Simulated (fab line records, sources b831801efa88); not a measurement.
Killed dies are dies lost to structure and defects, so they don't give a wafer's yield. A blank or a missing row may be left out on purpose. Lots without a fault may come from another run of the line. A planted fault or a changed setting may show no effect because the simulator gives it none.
fab line records | flow sky130 | part 1 of 2: steps 1 to 28 of 37
record lots=5 wafers=15 last_day=50
route steps=708 shown METAL4@624 VIA4@639
lots that met no fault: from a run of the same line without faults
start_h: hours from the record's first day to the start of the lot's first wafer shown | wait_h: hours since the lot's step before | " the same as in the row above | L1.1+2: a row that stands for several wafers | - no value, or no start given | * or withheld: withheld | < > ~ a bound
route shown NAME@n: a module of which the file shows steps, and the number in the route of the first | usual: mean/standard deviation of fault-free wafers | same: alike in all rows | chamber/n: place in a boat | sites: the reading at each site | _std_site: their standard deviation | _edge_site: outer sites' mean less inner sites' | radius_mm: how far each site lies from the wafer's centre | mask NAME#n: copy n | behind: the tool/chamber that last shaped the wafer | hold: why the lot was held/for how many hours/how that ended | device: the transistor (n, p or np) that didn't switch | end of line: the same wafers' tests at the end of the route | a step without rows: its recipe alone | killed: dies lost to structure and defects at the first sort, not the wafer's yield | map: a wafer's dies, x killed, . not, _ none there
set.NAME: the setting as run; set.NAME@STEP: as run at that earlier step | model.NAME: the simulator's own value behind a step, which no gauge read
lots at some steps of the route; a table a step, a row a wafer
services: from which hour (start_h, from the record's first day; less than 0 if before it) a tool's chamber was out of use, for how many hours, and why
## steps
# step SKY_METAL4_COAT_08
# recipe resist=KrF-thick spin_rpm=3000 resist_thk_nm=1140
# columns lot.wafer tool chamber start_h wait_h
L080.1+5+6 litho_track-03 0 - -
L082.1+4+6 litho_track-04 0 - -
L091.1+3+5 litho_track-03 0 - -
L092.1+3+5 litho_track-03 0 - -
L096.2+5+6 litho_track-01 0 - -
# step SKY_METAL4_SOFTBAKE_09
# recipe temp_c=100 time_s=90 resist=KrF-thick
# usual plate_temp_C=99.98/0.12
# columns lot.wafer tool chamber start_h wait_h plate_temp_C
L080.1 litho_track-03 0 - - 100.02
L080.5 " 0 " " 100.23
L080.6 " 0 " " 100.19
L082.1 litho_track-04 0 - - 99.96
L082.4 " 0 " " 100.22
L082.6 " 0 " " 100.00
L091.1 litho_track-03 0 - - 99.99
L091.3 " 0 " " 99.91
L091.5 " 0 " " 100.09
L092.1 litho_track-03 0 - - 99.97
L092.3 " 0 " " 99.85
L092.5 " 0 " " 100.06
L096.2 litho_track-01 0 - - 99.72
L096.5 " 0 " " 99.90
L096.6 " 0 " " 100.10
# step SKY_METAL4_EXPOSE_10
# recipe mask_id=MM4 na=0.68 source_shape=annular sigma_inner=0.4 sigma_outer=0.8 target_cd_nm=300 dose_mj=28
# columns lot.wafer tool chamber start_h wait_h mask
L080.1+5+6 krf_scanner-02 0 - - MM4#0
L082.1+4+6 krf_scanner-01 0 - - MM4#0
L091.1+3+5 krf_scanner-02 0 - - MM4#0
L092.1+3+5 krf_scanner-02 0 - - MM4#0
L096.2+5+6 krf_scanner-02 0 - - MM4#0
# step SKY_METAL4_PEB_11
# recipe peb_temp_c=withheld peb_time_s=withheld resist=KrF-thick
# columns lot.wafer tool chamber start_h wait_h
L080.1+5+6 litho_track-03 0 - -
L082.1+4+6 litho_track-03 0 - -
L091.1+3+5 litho_track-04 0 - -
L092.1+3+5 litho_track-04 0 - -
L096.2+5+6 litho_track-04 0 - -
# step SKY_METAL4_DEVELOP_12
# recipe develop_time_s=60 resist=KrF-thick dev_temp_c=21
# columns lot.wafer tool chamber start_h wait_h
L080.1+5+6 litho_track-03 0 - -
L082.1+4+6 litho_track-03 0 - -
L091.1+3+5 litho_track-04 0 - -
L092.1+3+5 litho_track-04 0 - -
L096.2+5+6 litho_track-04 0 - -
# step SKY_METAL4_CD_MEAS_13
# recipe target_cd_nm=300
# usual cd_nm=300.5/1.5
# columns lot.wafer tool chamber start_h wait_h cd_nm
L080.1 cd_sem-01 - 1025.80 - 298.9
L080.5 " - " " 299.2
L080.6 " - " " 297.4
L082.1 cd_sem-01 - 1033.65 - 300.8
L082.4 " - " " 301.2
L082.6 " - " " 301.2
L091.1 cd_sem-01 - 1091.49 - 299.4
L091.3 " - " " 300.0
L091.5 " - " " 300.5
L092.1 cd_sem-02 - 1096.69 - 298.6
L092.3 " - " " 298.6
L092.5 " - " " 297.8
L096.2 cd_sem-02 - 1117.51 - 302.4
L096.5 " - " " 304.7
L096.6 " - " " 303.7
# step SKY_METAL4_OVL_MEAS_14
# usual METAL4_OVL=-4/6.1
# columns lot.wafer tool chamber start_h wait_h METAL4_OVL[nm]
L080.1 overlay-02 - 1025.92 0.1 5
L080.5 " - " " 3
L080.6 " - " " -3
L082.1 overlay-01 - 1033.77 0.1 7
L082.4 " - " " -1
L082.6 " - " " -6
L091.1 overlay-02 - 1091.61 0.1 3
L091.3 " - " " 2
L091.5 " - " " -1
L092.1 overlay-01 - 1096.81 0.1 1
L092.3 " - " " -5
L092.5 " - " " 7
L096.2 overlay-02 - 1117.61 0.1 1
L096.5 " - " " -4
L096.6 " - " " 1
# step SKY_METAL4_DESCUM_15
# recipe chemistry=O2 source_power_w=150 bias_power_w=0 pressure_mtorr=10 temp_c=40 time_s=8
# usual drypump_motor_current_A=5.7/0.65 oes_product_au=0.999/0.0072 rf_fwd_power_W=147.1/0.68
# columns lot.wafer tool chamber start_h wait_h drypump_motor_current_A oes_product_au rf_fwd_power_W rf_hours_counter_h
L080.1 rie_metal-02 0 1025.96 0.0 5.4 1.002 147.7 5
L080.5 " 1 " " 4.8 0.998 146.5 -
L080.6 " 0 " " 5.4 0.991 148.3 -
L082.1 rie_metal-02 0 1033.81 0.0 5.4 0.995 147.3 5
L082.4 " 1 " " 4.8 0.986 147.6 -
L082.6 " 0 " " 5.4 1.000 147.6 -
L091.1 rie_metal-04 1 1091.64 0.0 5.3 1.004 146.4 22
L091.3 " 1 " " 5.3 1.001 146.3 -
L091.5 " 0 " " 6.6 0.988 147.2 -
L092.1 rie_metal-04 0 1096.84 0.0 6.6 0.985 146.9 5
L092.3 " 1 " " 5.3 1.000 146.4 -
L092.5 " 0 " " 6.6 0.985 146.7 -
L096.2 rie_metal-02 0 1117.64 0.0 5.4 0.996 146.6 13
L096.5 " 1 " " 4.8 0.992 147.5 -
L096.6 " 0 " " 5.4 0.997 147.0 -
# step SKY_METAL4_ETCH_16
# recipe chemistry=N2/H2 target=BARC ion_energy_ev=200 bias_w=100 pressure_mtorr=30 n2_flow_sccm=100 h2_flow_sccm=200 icp_w=500 stop_on=SiO2 time_s=88.2 target_depth_a=600
# usual drypump_motor_current_A=5.7/0.65 oes_product_au=0.625/0.0054 rf_fwd_power_W=496.6/1.4 throttle_valve_pct=13.206/0.0091
# columns lot.wafer tool chamber start_h wait_h drypump_motor_current_A oes_product_au rf_fwd_power_W rf_hours_counter_h throttle_valve_pct
L080.1 rie_metal-02 0 1025.99 0.0 5.4 0.628 497.0 5 13.213
L080.5 " 1 " " 4.8 0.614 496.4 - 13.205
L080.6 " 0 " " 5.4 0.625 498.9 - 13.191
L082.1 rie_metal-02 0 1033.84 0.0 5.4 0.629 496.8 5 13.202
L082.4 " 1 " " 4.8 0.632 496.9 - 13.184
L082.6 " 0 " " 5.4 0.619 499.0 - 13.203
L091.1 rie_metal-04 1 1091.68 0.0 5.3 0.632 495.2 22 13.195
L091.3 " 1 " " 5.3 0.625 492.9 - 13.203
L091.5 " 0 " " 6.6 0.627 495.2 - 13.188
L092.1 rie_metal-04 0 1096.88 0.0 6.6 0.624 496.8 5 13.206
L092.3 " 1 " " 5.3 0.633 497.4 - 13.198
L092.5 " 0 " " 6.6 0.616 496.7 - 13.205
L096.2 rie_metal-02 0 1117.68 0.0 5.4 0.634 497.8 13 13.215
L096.5 " 1 " " 4.9 0.635 496.0 - 13.198
L096.6 " 0 " " 5.4 0.630 497.4 - 13.203
# step SKY_METAL4_ETCH_17
# recipe target=SiO2 stop_on=TiN chemistry=C4F8/O2/Ar source_w=1500 bias_w=1200 pressure_mtorr=40 c4f8_flow_sccm=withheld O2_flow_sccm=6 Ar_flow_sccm=300 time_s=3.9 target_depth_a=150
# usual oes_product_au=0.755/0.0065 rf_fwd_power_W=1471/8.2
# columns lot.wafer tool chamber start_h wait_h oes_product_au rf_fwd_power_W rf_hours_counter_h
L080.1 rie_diel-01 1 1026.09 0.1 0.752 1477 11
L080.5 " 2 " " 0.763 1458 -
L080.6 " 3 " " 0.763 1466 -
L082.1 rie_diel-01 1 1033.94 0.1 0.754 1475 12
L082.4 " 3 " " 0.756 1467 7
L082.6 " 0 " " 0.759 1464 -
L091.1 rie_diel-01 1 1091.77 0.1 0.732 1465 14
L091.3 " 2 " " 0.763 1466 11
L091.5 " 3 " " 0.760 1461 -
L092.1 rie_diel-04 2 1096.97 0.1 0.766 1482 8
L092.3 " 3 " " 0.741 1486 15
L092.5 " 0 " " 0.755 1474 -
L096.2 rie_diel-04 2 1117.77 0.1 0.749 1472 9
L096.5 " 2 " " 0.756 1482 -
L096.6 " 3 " " 0.754 1480 -
# step SKY_METAL4_METAL_ETCH_18
# recipe target_depth_a=8450 stop_on=SiO2 over_etch_frac=0.3 time_s=183.1 chemistry=Cl2/BCl3 resist_sidewall_deg=88 pressure_mtorr=10 icp_w=900 bias_w=48.5 Cl2_flow_sccm=60 bcl3_flow_sccm=30
# usual drypump_motor_current_A=5.6/0.57 oes_product_au=0.866/0.0056 rf_fwd_power_W=896.6/2.8 throttle_valve_pct=22.264/0.0089
# columns lot.wafer tool chamber start_h wait_h drypump_motor_current_A oes_product_au rf_fwd_power_W rf_hours_counter_h throttle_valve_pct
L080.1 rie_metal-03 1 1026.11 0.0 6.3 0.863 895.1 21 22.270
L080.5 " 1 " " 6.3 0.865 895.2 - 22.274
L080.6 " 0 " " 5.2 0.861 898.1 - 22.260
L082.1 rie_metal-03 0 1033.96 0.0 5.2 0.874 904.3 18 22.261
L082.4 " 1 " " 6.3 0.872 901.9 - 22.274
L082.6 " 1 " " 6.3 0.871 895.8 - 22.276
L091.1 rie_metal-03 0 1091.79 0.0 5.2 0.872 899.2 22 22.284
L091.3 " 0 " " 5.2 0.857 895.8 - 22.261
L091.5 " 1 " " 6.2 0.873 899.9 - 22.273
L092.1 rie_metal-03 0 1096.99 0.0 5.2 0.870 897.9 23 22.258
L092.3 " 0 " " 5.2 0.867 899.1 - 22.256
L092.5 " 0 " " 5.2 0.868 897.3 - 22.261
L096.2 rie_metal-03 1 1117.85 0.1 6.2 0.868 894.0 - 22.263
L096.5 " 1 " " 6.3 0.867 897.4 - 22.283
L096.6 " 1 " " 6.3 0.868 898.4 - 22.271
# step SKY_METAL4_STRIP_19
# recipe chemistry=O2/N2 power_w=1400 pressure_mtorr=1500 platen_temp_c=withheld o2_flow_sccm=3000 n2_flow_sccm=300 overash_fraction=0.5
# usual drypump_motor_current_A=5.9/0.47 oes_product_au=0.503/0.0051 strip_time_to_endpoint_s=6.56/0.068
# columns lot.wafer tool chamber start_h wait_h drypump_motor_current_A oes_product_au rf_hours_counter_h strip_time_to_endpoint_s
L080.1 plasma_asher-01 1 1026.28 0.1 5.6 0.497 60 6.41
L080.5 " 1 " " 5.6 0.506 - 6.49
L080.6 " 0 " " 5.3 0.503 - 6.53
L082.1 plasma_asher-01 0 1034.13 0.1 5.2 0.506 61 6.56
L082.4 " 0 " " 5.3 0.507 - 6.45
L082.6 " 1 " " 5.6 0.496 - 6.49
L091.1 plasma_asher-03 0 1091.97 0.1 6.7 0.507 3 6.60
L091.3 " 1 " " 5.5 0.493 - 6.54
L091.5 " 0 " " 6.6 0.508 - 6.52
L092.1 plasma_asher-03 1 1097.35 0.3 5.5 0.507 3 6.61
L092.3 " 0 " " 6.7 0.504 - 6.54
L092.5 " 1 " " 5.5 0.509 - 6.56
L096.2 plasma_asher-01 0 1118.15 0.2 5.3 0.505 69 6.55
L096.5 " 1 " " 5.6 0.504 - 6.49
L096.6 " 0 " " 5.2 0.508 - 6.59
# step SKY_METAL4_STRIP_20
# recipe chemistry=post_etch_residue_remover time_s=1200 temp_c=72.5
# usual bath_heat_duty_pct=15.0/1.9
# columns lot.wafer tool chamber start_h wait_h bath_heat_duty_pct
L080.1 wet_bench-04 2 1026.38 0.1 14.0
L080.5 " 2 " " 16.2
L080.6 " 2 " " 13.9
L082.1 wet_bench-02 1 1034.23 0.1 14.4
L082.4 " 1 " " 14.2
L082.6 " 1 " " 14.9
L091.1 wet_bench-02 2 1092.07 0.1 14.9
L091.3 " 2 " " 15.4
L091.5 " 2 " " 14.7
L092.1 wet_bench-02 1 1097.45 0.1 15.0
L092.3 " 1 " " 14.4
L092.5 " 1 " " 15.3
L096.2 wet_bench-03 3 1118.25 0.1 12.1
L096.5 " 3 " " 11.9
L096.6 " 3 " " 12.8
# step SKY_METAL4_CLEAN_21
# recipe chemistry=IPA time_s=180 temp_c=25
# usual bath_heat_duty_pct=6.4/0.69
# columns lot.wafer tool chamber start_h wait_h bath_heat_duty_pct
L080.1 wet_bench-02 2 1026.73 0.0 5.6
L080.5 " 2 " " 6.9
L080.6 " 2 " " 6.7
L082.1 wet_bench-03 1 1034.61 0.0 6.3
L082.4 " 1 " " 6.3
L082.6 " 1 " " 6.7
L091.1 wet_bench-04 2 1092.44 0.0 6.6
L091.3 " 2 " " 6.8
L091.5 " 2 " " 6.8
L092.1 wet_bench-03 2 1097.82 0.0 7.8
L092.3 " 2 " " 7.9
L092.5 " 2 " " 7.3
L096.2 wet_bench-03 1 1118.62 0.0 5.9
L096.5 " 1 " " 6.4
L096.6 " 1 " " 5.6
# step SKY_METAL4_CLEAN_22
# recipe chemistry=O3/DIW dry=n2_spin
# columns lot.wafer tool chamber start_h wait_h
L080.1+5+6 wet_bench-04 1 1026.78 0.0
L082.1+4+6 wet_bench-02 2 1034.67 0.0
L091.1+3+5 wet_bench-02 1 1092.51 0.0
L092.1+3+5 wet_bench-02 0 1097.88 0.0
L096.2+5+6 wet_bench-03 3 1118.68 0.0
# step SKY_VIA4_HDPCVD_00
# recipe material=SiO2 target_thk_nm=1750 sigma_open_frac=0.3 time_s=291.7 temp_c=400 sih4_flow_sccm=60 pressure_mtorr=6
# columns lot.wafer tool chamber start_h wait_h
L080.1+5+6 hdpcvd-01 2,0,1 1026.88 0.0
L082.1+4+6 hdpcvd-02 2,1,0 1034.77 0.0
L091.1+3+5 hdpcvd-02 1,0,2 1092.61 0.0
L092.1+3+5 hdpcvd-02 2,1,0 1097.98 0.0
L096.2+5+6 hdpcvd-02 1,1,2 1118.78 0.0
# step SKY_VIA4_THK_MEAS_01
# recipe reads=SiO2_of_VIA4_HDPCVD_00
# usual VIA4_HDPCVD_THK=1749/17
# columns lot.wafer tool chamber start_h wait_h VIA4_HDPCVD_THK[nm]
L080.1 film_metro-02 - 1027.05 0.1 1732
L080.5 " - " " 1729
L080.6 " - " " 1727
L082.1 film_metro-03 - 1034.94 0.1 1755
L082.4 " - " " 1773
L082.6 " - " " 1771
L091.1 film_metro-04 - 1092.79 0.1 1747
L091.3 " - " " 1747
L091.5 " - " " 1734
L092.1 film_metro-02 - 1098.16 0.1 1775
L092.3 " - " " 1767
L092.5 " - " " 1776
L096.2 film_metro-04 - 1118.97 0.1 1731
L096.5 " - " " 1737
L096.6 " - " " 1747
# step SKY_VIA4_CMP_02
# recipe material=SiO2 down_force_psi=4 platen_rpm=60 pad_velocity_m_s=0.94248
# usual motor_current_A=11.6/0.77
# columns lot.wafer tool chamber start_h wait_h motor_current_A
L080.1 cmp-01 2 1027.26 0.2 12.8
L080.6 " 3 " " 11.7
L080.5 " 0 " " 10.6
L082.4 cmp-01 1 1035.00 0.0 11.4
L082.1 " 0 " " 10.3
L082.6 " 1 " " 10.7
L091.1 cmp-02 3 1092.85 0.1 11.0
L091.3 " 0 " " 10.8
L091.5 " 0 " " 10.4
L092.1 cmp-01 2 1098.32 0.1 12.3
L092.3 " 3 " " 11.7
L092.5 " 1 " " 11.7
L096.2 cmp-01 3 1119.41 0.4 11.7
L096.5 " 0 " " 11.6
L096.6 " 1 " " 11.3
# step SKY_VIA4_BOW_MEAS_03
# recipe mode=bow
# usual VIA4_BOW=78/8.1
# columns lot.wafer tool chamber start_h wait_h VIA4_BOW[um]
L080.1 film_metro-03 - 1027.41 0.1 89
L080.5 " - " " 73
L080.6 " - " " 67
L082.1 film_metro-03 - 1035.30 0.1 87
L082.4 " - " " 79
L082.6 " - " " 83
L091.1 film_metro-04 - 1093.15 0.2 78
L091.3 " - " " 75
L091.5 " - " " 74
L092.1 film_metro-03 - 1098.52 0.1 71
L092.3 " - " " 87
L092.5 " - " " 77
L096.2 film_metro-04 - 1119.58 0.1 94
L096.5 " - " " 65
L096.6 " - " " 87
# step SKY_VIA4_DEHYDRATE_04
# recipe temp_c=200 time_s=60
# usual plate_temp_C=200.03/0.17
# columns lot.wafer tool chamber start_h wait_h plate_temp_C
L080.1 litho_track-02 0 1037.78 10.3 199.93
L080.5 " 0 " " 199.92
L080.6 " 0 " " 199.98
L082.1 litho_track-01 0 1045.88 10.6 199.94
L082.4 " 0 " " 199.92
L082.6 " 0 " " 200.19
L091.1 litho_track-03 0 1102.85 9.7 199.59
L091.3 " 0 " " 199.59
L091.5 " 0 " " 199.92
L092.1 litho_track-01 0 1107.58 9.0 200.06
L092.3 " 0 " " 199.96
L092.5 " 0 " " 200.20
L096.2 litho_track-03 0 1128.13 8.5 200.21
L096.5 " 0 " " 199.93
L096.6 " 0 " " 200.21
# step SKY_VIA4_HMDS_05
# recipe prime_time_s=60 prime_temp_c=120
# columns lot.wafer tool chamber start_h wait_h
L080.1+5+6 litho_track-02 0 1037.93 0.1
L082.1+4+6 litho_track-01 0 1046.03 0.1
L091.1+3+5 litho_track-03 0 1103.00 0.1
L092.1+3+5 litho_track-01 0 1107.73 0.1
L096.2+5+6 litho_track-03 0 1128.28 0.1
# step SKY_VIA4_COAT_06
# recipe resist=NOVOLAK spin_rpm=3000 resist_thk_nm=1140
# columns lot.wafer tool chamber start_h wait_h
L080.1+5+6 litho_track-02 0 1038.08 0.1
L082.1+4+6 litho_track-01 0 1046.18 0.1
L091.1+3+5 litho_track-03 0 1103.15 0.1
L092.1+3+5 litho_track-01 0 1107.88 0.1
L096.2+5+6 litho_track-03 0 1128.43 0.1
# step SKY_VIA4_SOFTBAKE_07
# recipe temp_c=90 time_s=60 resist=NOVOLAK
# usual plate_temp_C=90.03/0.11
# columns lot.wafer tool chamber start_h wait_h plate_temp_C
L080.1 litho_track-02 0 1038.23 0.1 89.83
L080.5 " 0 " " 89.98
L080.6 " 0 " " 89.95
L082.1 litho_track-01 0 1046.33 0.1 89.91
L082.4 " 0 " " 90.12
L082.6 " 0 " " 90.06
L091.1 litho_track-03 0 1103.30 0.1 90.01
L091.3 " 0 " " 89.92
L091.5 " 0 " " 89.91
L092.1 litho_track-01 0 1108.03 0.1 89.96
L092.3 " 0 " " 90.03
L092.5 " 0 " " 90.37
L096.2 litho_track-03 0 1128.58 0.1 90.03
L096.5 " 0 " " 89.95
L096.6 " 0 " " 90.04
# step SKY_VIA4_EXPOSE_08
# recipe mask_id=VIM4 na=0.6 source_shape=conventional sigma_outer=0.6 polarization=unpolarized target_cd_nm=800 dose_mj=132
# columns lot.wafer tool chamber start_h wait_h mask
L080.1+5+6 iline_stepper-02 0 - - VIM4#0
L082.1+4+6 iline_stepper-01 0 - - VIM4#0
L091.1+3+5 iline_stepper-02 0 - - VIM4#0
L092.1+3+5 iline_stepper-02 0 - - VIM4#0
L096.2+5+6 iline_stepper-01 0 - - VIM4#0
# step SKY_VIA4_PEB_09
# recipe temp_c=withheld time_s=* resist=NOVOLAK
# columns lot.wafer tool chamber start_h wait_h
L080.1+5+6 litho_track-02 0 - -
L082.1+4+6 litho_track-01 0 - -
L091.1+3+5 litho_track-02 0 - -
L092.1+3+5 litho_track-03 0 - -
L096.2+5+6 litho_track-02 0 - -
# step SKY_VIA4_DEVELOP_10
# recipe resist=NOVOLAK developer=TMAH develop_time_s=60 dev_temp_c=23
# columns lot.wafer tool chamber start_h wait_h
L080.1+5+6 litho_track-02 0 1049.38 0.1
L082.1+4+6 litho_track-01 0 1057.38 0.1
L091.1+3+5 litho_track-02 0 1113.03 0.1
L092.1+3+5 litho_track-03 0 1118.10 0.1
L096.2+5+6 litho_track-02 0 1138.05 0.1
# step SKY_VIA4_OVL_MEAS_11
# usual VIA4_OVL=-0.1/1.2
# columns lot.wafer tool chamber start_h wait_h VIA4_OVL[nm]
L080.1 overlay-02 - 1049.53 0.1 -0.3
L080.5 " - " " -0.4
L080.6 " - " " -0.7
L082.1 overlay-01 - 1057.53 0.1 -0.6
L082.4 " - " " -0.2
L082.6 " - " " 0.8
L091.1 overlay-01 - 1113.18 0.1 -1.2
L091.3 " - " " 0.0
L091.5 " - " " 1.2
L092.1 overlay-02 - 1118.25 0.1 -2.3
L092.3 " - " " 0.0
L092.5 " - " " 2.0
L096.2 overlay-01 - 1138.19 0.1 0.6
L096.5 " - " " -0.9
L096.6 " - " " -0.4
# step SKY_VIA4_ETCH_12
# recipe target=SiO2 chemistry=C4F8/O2/Ar stop_on=TiN mask_material=NOVOLAK source_w=1500 bias_w=1200 pressure_mtorr=40 c4f8_flow_sccm=withheld O2_flow_sccm=6 Ar_flow_sccm=300 time_s=withheld target_depth_a=5800
# usual oes_product_au=0.926/0.0049 rf_fwd_power_W=1491/5.4
# columns lot.wafer tool chamber start_h wait_h oes_product_au rf_fwd_power_W
L080.1 rie_diel-02 2 1049.56 0.0 0.925 1481
L080.5 " 3 " " 0.925 1485
L080.6 " 0 " " 0.927 1498
L082.1 rie_diel-04 3 1057.57 0.0 0.932 1500
L082.4 " 2 " " 0.926 1495
L082.6 " 0 " " 0.925 1495
L091.1 rie_diel-01 3 1113.22 0.0 0.926 1489
L091.3 " 1 " " 0.918 1495
L091.5 " 2 " " 0.929 1490
L092.1 rie_diel-01 2 1118.29 0.0 0.919 1490
L092.3 " 3 " " 0.933 1490
L092.5 " 3 " " 0.924 1489
L096.2 rie_diel-04 1 1138.22 0.0 0.923 1488
L096.5 " 1 " " 0.931 1478
L096.6 " 0 " " 0.923 1495
